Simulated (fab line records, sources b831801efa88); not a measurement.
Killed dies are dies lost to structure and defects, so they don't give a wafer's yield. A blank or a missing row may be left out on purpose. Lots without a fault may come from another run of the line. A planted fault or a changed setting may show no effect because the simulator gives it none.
One fault seen from 2 desks | flow gf180mcu | each desk has only its own numbers; what lay behind them comes last

THE TOOL OWNER'S DESK: implanter-02
The tool's own readings at GF_VT_IMPLANT_IMPLANT_19: means of the sampled wafers that have a number, for each lot that ran on this tool. A lot is out of limits, marked OUT, if its mean lies more than 4 standard deviations from the usual mean; the brackets give that distance.
Columns: A = beam_energy_keV at GF_VT_IMPLANT_IMPLANT_19, usual 100.01
lot  | first seen here | A
L723 | day 7 15:56     | 100.03
L724 | day 8 00:02     | 100.01
L728 | day 9 00:29     | 87.81 (-99 or more) OUT
L730 | day 9 12:41     | 87.82 (-99 or more) OUT
This desk's finding: out of limits on L728, L730; first on L728, day 9 00:29 (beam_energy_keV at GF_VT_IMPLANT_IMPLANT_19). In limits: L723, L724.

THE METROLOGY DESK
What the gauges read, lot by lot, whatever tool the lot ran on: means of the sampled wafers that have a number. A lot is out of limits, marked OUT, if its mean lies more than 4 standard deviations from the usual mean; the brackets give that distance.
Columns: A = VT_IMPLANT_2_TW at GF_VT_IMPLANT_TW_MEAS_21, usual 1223; B = V1_W_THK at GF_V1_THK_MEAS_25, usual 333 nm; C = V2_CVD_00_THK at GF_V2_THK_MEAS_01, usual 601 nm
lot  | first seen here | A               | B   | C
L720 | day 6 22:08     | 1216            | 331 | 601
L722 | day 7 07:53     | 1210            | 335 | 599
L723 | day 7 16:11     | 1213            | 338 | 598
L724 | day 8 00:17     | 1219            | 321 | 595
L728 | day 9 00:44     | 1174 (-6.0) OUT | 325 | 604
L730 | day 9 12:56     | 1189 (-4.2) OUT | 329 | 602
L731 | day 9 18:35     | 1226            | 332 | 609
L735 | day 10 18:59    | 1215            | 331 | 595
L736 | day 11 00:59    | 1234            | 339 | 608
L737 | day 11 08:35    | 1230            | 338 | 599
L738 | day 11 16:00    | 1224            | 335 | 598
L739 | day 11 21:44    | 1238            | 340 | 596
L740 | day 12 05:50    | 1226            | 334 | 609
L741 | day 12 08:05    | 1214            | 325 | 602
This desk's finding: out of limits on L728, L730; first on L728, day 9 00:44 (VT_IMPLANT_2_TW at GF_VT_IMPLANT_TW_MEAS_21). In limits: L720, L722, L723, L724, L731, L735, L736, L737, L738, L739, L740, L741.

PUT TOGETHER
The tool owner's desk could have raised an alarm at day 9 00:29, on L728, L730.
The metrology desk could have raised an alarm at day 9 00:44, on L728, L730.
Of the lots named, all ran GF_VT_IMPLANT_IMPLANT_19 on implanter-02.

WHAT THE SIMULATOR HAD PUT IN
Process parameter drift: implanter-02, from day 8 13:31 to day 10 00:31, at GF_VT_IMPLANT_IMPLANT_19. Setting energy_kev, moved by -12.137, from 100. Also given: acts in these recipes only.
Lots struck among those shown: L728, L730.
Hours from the fault's start to each desk's first reading out of limits: the tool owner's desk, 11; the metrology desk, 11.
